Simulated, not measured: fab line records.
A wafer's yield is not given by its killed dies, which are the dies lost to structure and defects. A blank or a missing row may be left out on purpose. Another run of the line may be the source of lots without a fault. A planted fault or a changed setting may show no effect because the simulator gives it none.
8D (eight disciplines) problem report, filled in by code :: flow gf180mcu :: the parts of the form that need people (team, actions taken, sign-off) are left out

## 1. PROBLEM STATEMENT
Mean V2_CVD_02_THK at GF_V2_THK_MEAS_03: 756 nm over 2 wafers in 2 lots; fault-free wafers: 852 nm, standard deviation 10. That puts it -9.6 standard deviations away from the usual mean.
Seen first at day 23 05:01 on filmMetro-04, wafer L489.1. At this step, 36 wafers from 12 lots have a number in the record. The rule behind "out" and "out of limits": a value lying over 4 standard deviations away from the usual mean. The rest of the wafers with a number are treated as sound.

## 2. WHAT IT IS AND WHAT IT IS NOT
question: which readings at this step
is: V2_CVD_02_THK
is not: -

question: which lots
is: L489, L490
is not: L480, L483, L484, L486, L487, L488, L491, L499, L500, L501

question: which wafers of those lots
is: L489.1, L490.1
is not: L489.2, L489.3, L490.2, L490.4

question: read on which gauges
is: filmMetro-04
is not: filmMetro-01, filmMetro-02

question: when
is: from day 23 05:01
is not: up to then (20 sound wafers); but 14 sound wafers of L490, L491, L499, L500, L501 came after

## 3. SUSPECTS, AND WHAT RULES EACH OUT
Counting: if a tool at a process step up to the reading ran every lot that is out, it stays a suspect. Sound lots after the first of them don't rule it out here, since some wafers of a struck lot are sound.
- the gauge at GF_V2_THK_MEAS_03: ruled out. All the wafers that are out were read on filmMetro-04, but those of them that GF_V2_CMP_04 has rows for are out there too, on other tools.
- pecvd-03 at GF_V2_CVD_02 (deposits SiO2 from TEOS, target thk 850 nm, time 94.851 s): kept. It processed each lot that is out (first: L489, day 23 04:57); up to then, its last sound lot is L488 (day 22 16:49).
The count leaves pecvd-03 at GF_V2_CVD_02.

## 4. THE CAUSE (what the simulator had put in)
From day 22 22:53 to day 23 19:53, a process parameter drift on pecvd-03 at GF_V2_CVD_02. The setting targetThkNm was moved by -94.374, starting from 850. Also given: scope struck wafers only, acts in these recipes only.
After counting, this tool was the only one left.

## 5. THE EFFECT CHAIN, in route order
Each row: a reading where the mean over the struck wafers with a number is more than 3 standard deviations away from the usual. Only readings for which the record gives a usual standard deviation are gone through. hours: the time from each lot's start at the first step in this table that gives one to its start at this step, as a median over the lots. sigmas: the change in usual standard deviations.
hours: 0
step: GF_V2_THK_MEAS_03
reading: V2_CVD_02_THK
usual: 852 nm
on struck wafers: 756
change: -96
sigmas: -9.6

hours: 0
step: GF_V2_CMP_04
reading: timeToEndpointS
usual: 81 s
on struck wafers: 43
change: -38
sigmas: -7.2
Its process steps:
- GF_V2_CMP_04: polishes SiO2.
Later steps that measure or inspect, where all struck wafers having a row at the step show a number for every such reading and not one has moved that far: GF_V2_OVL_MEAS_15.

## 6. WHAT WOULD HAVE CAUGHT IT SOONER
In this record the first reading out of limits at a measuring or inspecting step was taken at day 23 05:01, 6 hours after the fault began at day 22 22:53.
No tool reading at GF_V2_CVD_02 that has a usual standard deviation in the record was out on any struck wafer, so an alarm limit of 4 standard deviations on those readings would not have fired.
Among the 2 lots that are out, L490 began GF_V2_CVD_02 on pecvd-03 after day 23 05:01. A tool hold placed at that time would have kept it from harm.
